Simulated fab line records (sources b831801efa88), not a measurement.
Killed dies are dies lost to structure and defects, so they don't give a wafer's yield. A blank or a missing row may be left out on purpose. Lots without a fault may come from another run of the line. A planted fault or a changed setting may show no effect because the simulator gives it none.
fab line records    flow sky130
record lots=6  wafers=18  last-day=49
route steps=708 shown SD_P@322 RES_XHIGH@332 PAD_OPEN@708
lots with no fault: from the same line, run without faults
start-h: hours from the record's opening day to when the first of the lot's shown wafers began    wait-h: how many hours have passed since the lot's step before this one    " same as the row above    L1.1+2: a single row standing in for several wafers    - no value, or no start given    * or withheld: withheld    < > ~ a bound
route shown NAME@n: a module of which the file shows steps, and the number in the route of the first    usual: mean/standard deviation taken from wafers without a fault    same: alike in all rows    chamber/n: place in a boat    sites: each site's reading    _std_site: standard deviation across them    _edge_site: inner sites' mean taken away from outer sites' mean    radius-mm: how far each site lies from the wafer's centre    mask NAME#n: copy n    behind: the tool/chamber that last shaped the wafer    hold: the reason the lot was held/the length of the hold in hours/how it ended    device: the transistor (n, p or np) that didn't switch    end of line: the same wafers' tests at the end of the route    for a step that has no rows: nothing shown but its recipe    killed: at the first sort, the dies lost to defects and structure; wafer yield is something else    map: shows each die of a wafer: x if killed, . if not, _ if none is there
set.NAME: the run value of the setting; set.NAME@STEP: its run value at that earlier step    model.NAME: the simulator's own value behind a step, which no gauge read
a table for each step, a row for each wafer; lots at some steps of the route
services: a tool's chamber out of use, with start hour (start-h, from the record's first day; less than 0 if before it), hours out, and reason
## steps
# step SKY_SD_P_COAT_02
# recipe resist=NOVOLAK  spin-rpm=3000  resist-thk-nm=1140
# step SKY_SD_P_SOFTBAKE_03
# recipe temp-c=90  time-s=60  resist=NOVOLAK
# step SKY_SD_P_EXPOSE_04
# recipe mask-id=PSDM  na=0.6  source-shape=conventional  sigma-outer=0.6  polarization=unpolarized  target-cd-nm=380  dose-mj=138
# step SKY_SD_P_PEB_05
# recipe temp-c=withheld  time-s=*  resist=NOVOLAK
# step SKY_SD_P_DEVELOP_06
# recipe resist=NOVOLAK  developer=TMAH  develop-time-s=60  dev-temp-c=23
# step SKY_SD_P_CD_MEAS_07
# recipe target-cd-nm=380
# usual cd-nm=379.3/2.2
lot.wafer  tool       chamber  start-h  wait-h  cd-nm
L369.2     cd-sem-01  -        633.89   0.1     379.8
L369.3     "          -        "        "       380.0
L369.4     "          -        "        "       382.7
L370.2     cd-sem-01  -        644.54   0.1     381.1
L370.4     "          -        "        "       381.0
L370.6     "          -        "        "       383.0
L375.1     cd-sem-02  -        691.82   0.1     378.8
L375.4     "          -        "        "       377.9
L375.6     "          -        "        "       377.1
L377.2     cd-sem-01  -        708.65   0.1     380.2
L377.5     "          -        "        "       383.7
L377.6     "          -        "        "       380.1
L378.1     cd-sem-02  -        716.93   0.2     382.1
L378.3     "          -        "        "       381.2
L378.6     "          -        "        "       380.6
L383.3     cd-sem-01  -        744.60   0.1     378.8
L383.4     "          -        "        "       379.4
L383.6     "          -        "        "       379.7
# step SKY_SD_P_OVL_MEAS_08
# usual SD_P_OVL=-1.0/1.3
lot.wafer  tool        chamber  start-h  wait-h  SD_P_OVL[nm]
L369.2     overlay-01  -        633.99   0.1     -3.2
L369.3     "           -        "        "       -2.5
L369.4     "           -        "        "       -1.8
L370.2     overlay-02  -        644.64   0.1     -1.1
L370.4     "           -        "        "       -0.4
L370.6     "           -        "        "       -1.9
L375.1     overlay-01  -        691.94   0.1     -2.8
L375.4     "           -        "        "       -1.0
L375.6     "           -        "        "       -2.2
L377.2     overlay-01  -        708.76   0.1     -2.6
L377.5     "           -        "        "       -2.5
L377.6     "           -        "        "       -3.4
L378.1     overlay-01  -        717.05   0.1     -0.6
L378.3     "           -        "        "       0.4
L378.6     "           -        "        "       0.1
L383.3     overlay-02  -        744.69   0.1     -1.9
L383.4     "           -        "        "       -0.1
L383.6     "           -        "        "       -2.3
# step SKY_SD_P_IMPLANT_09
# recipe species=BF2  energy-kev=20  dose-cm2=3e+15  tilt-deg=0
# step SKY_SD_P_STRIP_10
# recipe chemistry=O2/N2  power-w=1400  pressure-mtorr=1500  platen-temp-c=withheld  o2-flow-sccm=3000  n2-flow-sccm=300  overash-fraction=0.5
# usual drypump-motor-current-A=5.7/0.35  oes-product-au=0.618/0.0044  strip-time-to-endpoint-s=17.51/0.039
lot.wafer  tool             chamber  start-h  wait-h  drypump-motor-current-A  oes-product-au  rf-hours-counter-h  strip-time-to-endpoint-s
L369.2     plasma-asher-04  1        634.17   0.1     5.8                      0.613           92                  17.57
L369.3     "                1        "        "       5.9                      0.616           -                   17.52
L369.4     "                0        "        "       4.8                      0.612           -                   17.53
L370.2     plasma-asher-02  1        644.82   0.1     5.6                      0.623           81                  17.54
L370.4     "                0        "        "       6.0                      0.616           -                   17.55
L370.6     "                0        "        "       6.0                      0.613           -                   17.54
L375.1     plasma-asher-03  1        692.12   0.1     5.6                      0.617           25                  17.44
L375.4     "                0        "        "       6.0                      0.615           -                   17.49
L375.6     "                1        "        "       5.6                      0.622           -                   17.48
L377.2     plasma-asher-02  0        708.94   0.1     6.0                      0.623           88                  17.51
L377.5     "                0        "        "       6.0                      0.612           -                   17.46
L377.6     "                1        "        "       5.6                      0.612           -                   17.50
L378.1     plasma-asher-03  0        717.24   0.1     6.0                      0.615           27                  17.50
L378.3     "                0        "        "       6.0                      0.619           -                   17.43
L378.6     "                0        "        "       6.0                      0.622           -                   17.49
L383.3     plasma-asher-03  0        744.90   0.1     6.0                      0.619           -                   17.45
L383.4     "                1        "        "       5.6                      0.617           -                   17.45
L383.6     "                0        "        "       6.0                      0.617           -                   17.47
# step SKY_SD_P_TW_MEAS_11
# usual SD_P_TW=2815/15
lot.wafer  tool           chamber  start-h  wait-h  SD_P_TW
L369.2     film-metro-04  -        634.28   0.1     2828
L369.3     "              -        "        "       2811
L369.4     "              -        "        "       2830
L370.2     film-metro-02  -        644.93   0.1     2837
L370.4     "              -        "        "       2834
L370.6     "              -        "        "       2842
L375.1     film-metro-02  -        692.22   0.1     2849
L375.4     "              -        "        "       2815
L375.6     "              -        "        "       2846
L377.2     film-metro-03  -        709.05   0.1     2799
L377.5     "              -        "        "       2807
L377.6     "              -        "        "       2806
L378.1     film-metro-02  -        717.34   0.1     2827
L378.3     "              -        "        "       2818
L378.6     "              -        "        "       2821
L383.3     film-metro-02  -        744.99   0.1     2812
L383.4     "              -        "        "       2816
L383.6     "              -        "        "       2823
# step SKY_RES_XHIGH_DEHYDRATE_00
# recipe temp-c=200  time-s=60
# step SKY_RES_XHIGH_HMDS_01
# recipe prime-time-s=60  prime-temp-c=120
# step SKY_RES_XHIGH_COAT_02
# recipe resist=NOVOLAK  spin-rpm=3000  resist-thk-nm=1140
# usual spin-speed-rpm=2999.9/1.8
lot.wafer  tool            chamber  start-h  wait-h  spin-speed-rpm  model.NOVOLAK_of_RES_XHIGH_COAT_02.thk-nm
L369.2     litho-track-03  0        648.84   0.1     2998.8          1139
L369.3     "               0        "        "       2998.1          1140
L369.4     "               0        "        "       2998.6          1135
L370.2     litho-track-04  0        658.95   0.1     3002.1          1140
L370.4     "               0        "        "       3000.1          1139
L370.6     "               0        "        "       3002.4          1141
L375.1     litho-track-03  0        705.71   0.1     2577.8          1225
L375.4     "               0        "        "       2576.7          1226
L375.6     "               0        "        "       2576.1          1226
L377.2     litho-track-03  0        722.14   0.1     2578.9          1238
L377.5     "               0        "        "       2579.3          1237
L377.6     "               0        "        "       2576.5          1235
L378.1     litho-track-02  0        730.73   0.1     2998.7          1138
L378.3     "               0        "        "       3001.7          1141
L378.6     "               0        "        "       2999.2          1135
L383.3     litho-track-04  0        757.82   0.1     3000.9          1140
L383.4     "               0        "        "       3003.1          1142
L383.6     "               0        "        "       3000.3          1143
# step SKY_RES_XHIGH_SOFTBAKE_03
# recipe temp-c=90  time-s=60  resist=NOVOLAK
# step SKY_RES_XHIGH_EXPOSE_04
# recipe mask-id=URPM  na=0.6  source-shape=conventional  sigma-outer=0.6  polarization=unpolarized  target-cd-nm=1270  dose-mj=140
# step SKY_RES_XHIGH_PEB_05
# recipe temp-c=withheld  time-s=*  resist=NOVOLAK
# step SKY_RES_XHIGH_DEVELOP_06
# recipe resist=NOVOLAK  developer=TMAH  develop-time-s=60  dev-temp-c=23
lot.wafer  tool            chamber  start-h  wait-h  model.NOVOLAK_of_RES_XHIGH_COAT_02.thk-nm
L369.2+3   litho-track-03  0        662.99   0.1     1139
L369.4     "               0        "        "       1135
L370.2     litho-track-02  0        672.31   0.1     1139
L370.4     "               0        "        "       1138
L370.6     "               0        "        "       1140
L375.1+6   litho-track-03  0        719.06   0.1     1225
L375.4     "               0        "        "       1226
L377.2     litho-track-04  0        735.85   0.1     1238
L377.5     "               0        "        "       1237
L377.6     "               0        "        "       1234
L378.1     litho-track-04  0        744.12   0.1     1138
L378.3     "               0        "        "       1140
L378.6     "               0        "        "       1135
L383.3     litho-track-04  0        771.17   0.1     1139
L383.4+6   "               0        "        "       1142
# step SKY_RES_XHIGH_IMPLANT_07
# recipe species=BF2  energy-kev=20  dose-cm2=3.6e+14  tilt-deg=0
# step SKY_RES_XHIGH_STRIP_08
# recipe chemistry=O2/N2  power-w=1400  pressure-mtorr=1500  platen-temp-c=withheld  o2-flow-sccm=3000  n2-flow-sccm=300  overash-fraction=0.5
# usual drypump-motor-current-A=5.7/0.36  oes-product-au=0.711/0.005  strip-time-to-endpoint-s=14.26/0.035
lot.wafer  tool             chamber  start-h  wait-h  drypump-motor-current-A  oes-product-au  rf-hours-counter-h  strip-time-to-endpoint-s
L369.2     plasma-asher-04  0        663.26   0.1     4.7                      0.712           94                  14.25
L369.3     "                1        "        "       5.8                      0.713           -                   14.25
L369.4     "                0        "        "       4.8                      0.707           -                   14.22
L370.2     plasma-asher-01  0        672.62   0.1     5.9                      0.704           56                  14.27
L370.4     "                0        "        "       5.9                      0.709           -                   14.26
L370.6     "                0        "        "       5.9                      0.715           -                   14.29
L375.1     plasma-asher-02  0        719.36   0.1     6.0                      0.706           89                  15.24
L375.4     "                1        "        "       5.6                      0.714           -                   15.24
L375.6     "                1        "        "       5.6                      0.710           -                   15.23
L377.2     plasma-asher-01  1        736.12   0.1     5.9                      0.709           62                  15.37
L377.5     "                1        "        "       5.9                      0.710           -                   15.37
L377.6     "                0        "        "       5.9                      0.718           -                   15.33
L378.1     plasma-asher-02  1        744.42   0.1     5.6                      0.711           91                  14.26
L378.3     "                1        "        "       5.6                      0.712           -                   14.28
L378.6     "                1        "        "       5.5                      0.709           -                   14.20
L383.3     plasma-asher-02  1        771.46   0.1     5.6                      0.711           -                   14.26
L383.4     "                0        "        "       6.0                      0.706           -                   14.30
L383.6     "                0        "        "       6.0                      0.725           -                   14.29
# step SKY_RES_XHIGH_TW_MEAS_09
# usual RES_XHIGH_TW=1633/9.7
lot.wafer  tool           chamber  start-h  wait-h  RES_XHIGH_TW
L369.2     film-metro-04  -        663.37   0.1     1631
L369.3     "              -        "        "       1624
L369.4     "              -        "        "       1633
L370.2     film-metro-02  -        672.73   0.1     1651
L370.4     "              -        "        "       1655
L370.6     "              -        "        "       1655
L375.1     film-metro-02  -        719.46   0.1     1632
L375.4     "              -        "        "       1632
L375.6     "              -        "        "       1630
L377.2     film-metro-04  -        736.23   0.1     1624
L377.5     "              -        "        "       1637
L377.6     "              -        "        "       1636
L378.1     film-metro-02  -        744.52   0.1     1642
L378.3     "              -        "        "       1635
L378.6     "              -        "        "       1625
L383.3     film-metro-04  -        771.55   0.1     1631
L383.4     "              -        "        "       1616
L383.6     "              -        "        "       1630
# step SKY_PAD_OPEN_PROBE_99
# usual killed_at_M0_to_M3=43/6.4  killed_at_M4_up=2.8/1.7  killed-at-contacts=24/5.5  killed-at-front-end=15/4  killed-at-other=0.3/0.54  killed-dies=86/9.1  killed-on-rim=17/3.9  killed-open=47/6.6  killed-short=39/6.2
# same gross-dies=492  killed-at-back-side=0
lot.wafer  tool       chamber  start-h  wait-h  killed_at_M0_to_M3  killed_at_M4_up  killed-at-contacts  killed-at-front-end  killed-at-other  killed-dies  killed-on-rim  killed-open  killed-short
L369.2     prober-02  -        1110.08  0.1     44                  2                19                  11                   0                76           13             47           29
L369.3     prober-02  -        1110.13  0.2     38                  2                18                  14                   1                73           9              39           34
L369.4     prober-02  -        1110.18  0.2     43                  3                28                  8                    1                83           16             45           38
L370.2     prober-01  -        1115.64  0.1     48                  0                26                  19                   1                94           21             52           42
L370.4     prober-01  -        1115.74  0.2     55                  2                24                  14                   0                95           20             49           46
L370.6     prober-01  -        1115.84  0.2     43                  2                34                  11                   0                90           24             44           46
L375.1     prober-02  -        1148.14  0.1     29                  0                21                  20                   0                70           10             38           32
L375.4     prober-02  -        1148.29  0.2     48                  4                28                  16                   0                96           27             61           35
L375.6     prober-02  -        1148.39  0.2     53                  3                20                  22                   1                99           18             58           41
L377.2     prober-02  -        1159.00  0.1     49                  4                22                  18                   1                94           18             42           52
L377.5     prober-02  -        1159.15  0.2     35                  2                22                  15                   1                75           17             35           40
L377.6     prober-02  -        1159.20  0.2     42                  2                28                  17                   1                90           22             45           45
L378.1     prober-01  -        1163.96  0.1     41                  3                31                  12                   0                87           18             54           33
L378.3     prober-01  -        1164.06  0.2     46                  1                20                  12                   0                79           13             39           40
L378.6     prober-01  -        1164.21  0.2     55                  1                15                  13                   0                84           19             45           39
L383.3     prober-02  -        1183.49  0.2     47                  1                24                  20                   3                95           20             42           53
L383.4     prober-02  -        1183.54  0.2     43                  5                28                  12                   0                88           14             50           38
L383.6     prober-02  -        1183.64  0.2     58                  2                15                  17                   0                92           18             47           45
# killed by level:class
L369.2 VIA1:geometric-particle:open=11 VIA2:geometric-particle:open=7 CONTACT:geometric-particle:open=6 VIA3:geometric-particle:open=6 LI_CONTACT:geometric-particle:open=5 FIELD_ISO:geometric-particle:open=4 METAL2:geometric-particle:short=4 LOCAL_INTERCONNECT:geometric-particle:short=3
L369.3 VIA1:geometric-particle:open=7 VIA2:geometric-particle:open=7 VIA3:geometric-particle:open=6 LI_CONTACT:geometric-particle:open=5 METAL1:geometric-particle:short=5 LI_CONTACT:geometric-particle:short=4 CONTACT:geometric-particle:open=4 METAL2:geometric-particle:short=4
L369.4 CONTACT:geometric-particle:open=11 VIA1:geometric-particle:open=9 LI_CONTACT:geometric-particle:open=7 VIA2:geometric-particle:open=6 METAL1:geometric-particle:short=6 METAL2:geometric-particle:short=6 CONTACT:geometric-particle:short=5 METAL3:geometric-particle:short=5
L370.2 VIA1:geometric-particle:open=13 CONTACT:geometric-particle:open=11 METAL1:geometric-particle:short=9 POLY_GATE:geometric-particle:short=7 VIA3:geometric-particle:open=7 LI_CONTACT:geometric-particle:open=6 METAL2:geometric-particle:short=5 POLY_GATE:geometric-particle:open=4
L370.4 VIA1:geometric-particle:open=17 CONTACT:geometric-particle:open=10 METAL1:geometric-particle:short=7 VIA1:geometric-particle:short=6 VIA2:geometric-particle:short=6 METAL2:geometric-particle:short=5 VIA2:geometric-particle:open=5 FIELD_ISO:geometric-particle:short=4
L370.6 CONTACT:geometric-particle:short=9 LI_CONTACT:geometric-particle:open=8 CONTACT:geometric-particle:open=8 VIA3:geometric-particle:open=8 VIA1:geometric-particle:open=6 VIA1:geometric-particle:short=6 LOCAL_INTERCONNECT:geometric-particle:short=6 VIA2:geometric-particle:open=6
L375.1 VIA1:geometric-particle:open=10 CONTACT:geometric-particle:open=8 POLY_GATE:geometric-particle:short=7 CONTACT:geometric-particle:short=6 FIELD_ISO:geometric-particle:short=4 POLY_GATE:geometric-particle:open=4 METAL2:geometric-particle:short=4 VIA3:geometric-particle:open=4
L375.4 VIA1:geometric-particle:open=19 CONTACT:geometric-particle:open=12 LI_CONTACT:geometric-particle:open=7 METAL1:geometric-particle:short=7 FIELD_ISO:geometric-particle:open=5 VIA3:geometric-particle:open=5 FIELD_ISO:geometric-particle:short=4 CONTACT:geometric-particle:short=4
L375.6 VIA1:geometric-particle:open=15 VIA3:geometric-particle:open=9 CONTACT:geometric-particle:open=8 VIA1:geometric-particle:short=7 FIELD_ISO:geometric-particle:open=6 FIELD_ISO:geometric-particle:short=5 LI_CONTACT:geometric-particle:open=5 METAL2:geometric-particle:short=5
L377.2 VIA3:geometric-particle:open=10 METAL1:geometric-particle:short=8 VIA1:geometric-particle:open=8 METAL2:geometric-particle:short=7 VIA1:geometric-particle:short=6 LOCAL_INTERCONNECT:geometric-particle:short=6 FIELD_ISO:geometric-particle:short=5 LI_CONTACT:geometric-particle:open=5
L377.5 VIA1:geometric-particle:open=11 FIELD_ISO:geometric-particle:short=7 CONTACT:geometric-particle:open=6 LI_CONTACT:geometric-particle:open=5 METAL1:geometric-particle:short=5 METAL2:geometric-particle:short=5 LOCAL_INTERCONNECT:geometric-particle:short=4 VIA3:geometric-particle:open=4
L377.6 LOCAL_INTERCONNECT:geometric-particle:short=11 VIA1:geometric-particle:open=10 METAL2:geometric-particle:short=9 LI_CONTACT:geometric-particle:open=6 VIA1:geometric-particle:short=5 VIA2:geometric-particle:open=5 FIELD_ISO:geometric-particle:short=4 METAL1:geometric-particle:open=4
L378.1 VIA1:geometric-particle:open=14 CONTACT:geometric-particle:open=10 LI_CONTACT:geometric-particle:open=9 METAL1:geometric-particle:short=6 CONTACT:geometric-particle:short=5 FIELD_ISO:geometric-particle:open=4 VIA2:geometric-particle:open=4 FIELD_ISO:geometric-particle:short=3
L378.3 VIA1:geometric-particle:open=12 METAL2:geometric-particle:short=7 METAL1:geometric-particle:short=6 VIA1:geometric-particle:short=6 LOCAL_INTERCONNECT:geometric-particle:short=5 FIELD_ISO:geometric-particle:short=4 LI_CONTACT:geometric-particle:open=4 CONTACT:geometric-particle:open=4
L378.6 VIA1:geometric-particle:open=15 METAL2:geometric-particle:short=9 METAL1:geometric-particle:short=7 VIA1:geometric-particle:short=7 VIA3:geometric-particle:open=7 FIELD_ISO:geometric-particle:short=6 LI_CONTACT:geometric-particle:open=5 CONTACT:geometric-particle:open=5
L383.3 VIA1:geometric-particle:open=10 METAL2:geometric-particle:short=8 FIELD_ISO:geometric-particle:short=7 FIELD_ISO:geometric-particle:open=7 LI_CONTACT:geometric-particle:open=7 METAL3:geometric-particle:short=6 VIA2:geometric-particle:short=5 LI_CONTACT:geometric-particle:short=4
L383.4 VIA1:geometric-particle:open=13 LI_CONTACT:geometric-particle:open=12 CONTACT:geometric-particle:open=7 VIA1:geometric-particle:short=6 METAL2:geometric-particle:short=6 VIA2:geometric-particle:open=6 LOCAL_INTERCONNECT:geometric-particle:short=5 METAL1:geometric-particle:short=4
L383.6 VIA1:geometric-particle:open=18 VIA2:geometric-particle:short=7 VIA2:geometric-particle:open=7 VIA3:geometric-particle:short=7 LI_CONTACT:geometric-particle:short=6 VIA3:geometric-particle:open=6 FIELD_ISO:geometric-particle:short=4 POLY_GATE:geometric-particle:short=4
## services
tool             chamber  start-h  hours  kind
plasma-asher-02  -        633.04   2.8    pm
plasma-asher-04  -        637.50   14.6   pm
plasma-asher-03  -        658.24   15.6   pm
plasma-asher-02  -        679.39   0.5    repair
plasma-asher-04  -        733.75   9.0    pm
plasma-asher-04  0        733.75   9.0    vent-cycle
plasma-asher-04  1        733.75   9.0    vent-cycle
plasma-asher-04  0        742.75   -      clean
plasma-asher-04  1        742.75   -      clean
plasma-asher-03  -        745.30   1.6    repair
plasma-asher-02  -        754.93   8.8    repair
## key
first-sign step=SKY_RES_XHIGH_COAT_02  reading=spin-speed-rpm  direction=down  sigmas=99+  usual=2999.9  struck=2577.5
effect step=SKY_RES_XHIGH_STRIP_08  reading=strip-time-to-endpoint-s  direction=up  sigmas=29  usual=*  struck=*
model-effect step=SKY_RES_XHIGH_COAT_02  value=NOVOLAK_of_RES_XHIGH_COAT_02.thk-nm  without=1141  struck=1231
model-effect step=SKY_RES_XHIGH_DEVELOP_06  value=NOVOLAK_of_RES_XHIGH_COAT_02.thk-nm  without=1141  struck=1231
met-at SKY_RES_XHIGH_COAT_02
struck-wafers L375.1,L375.4,L375.6,L377.2,L377.5,L377.6
tester-left-out L375,L377
onset-between 648.84 705.71
fault kind=process-parameter-drift  tool=litho-track-03  chamber=-  onset-h=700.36  steps=SKY_RES_XHIGH_COAT_02  channel=spin-rpm  offset=-423.5  shape=step  end-h=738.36  acts-in=these-recipes-only  stated=3000
# tester-left-out: of these lots the tester's yield and bins aren't shown, on N5 and GAA mostly nor the transistor test; their killed dies are dies lost to structure and defects alone, not to doping, threshold or leakage, so they don't give the yield
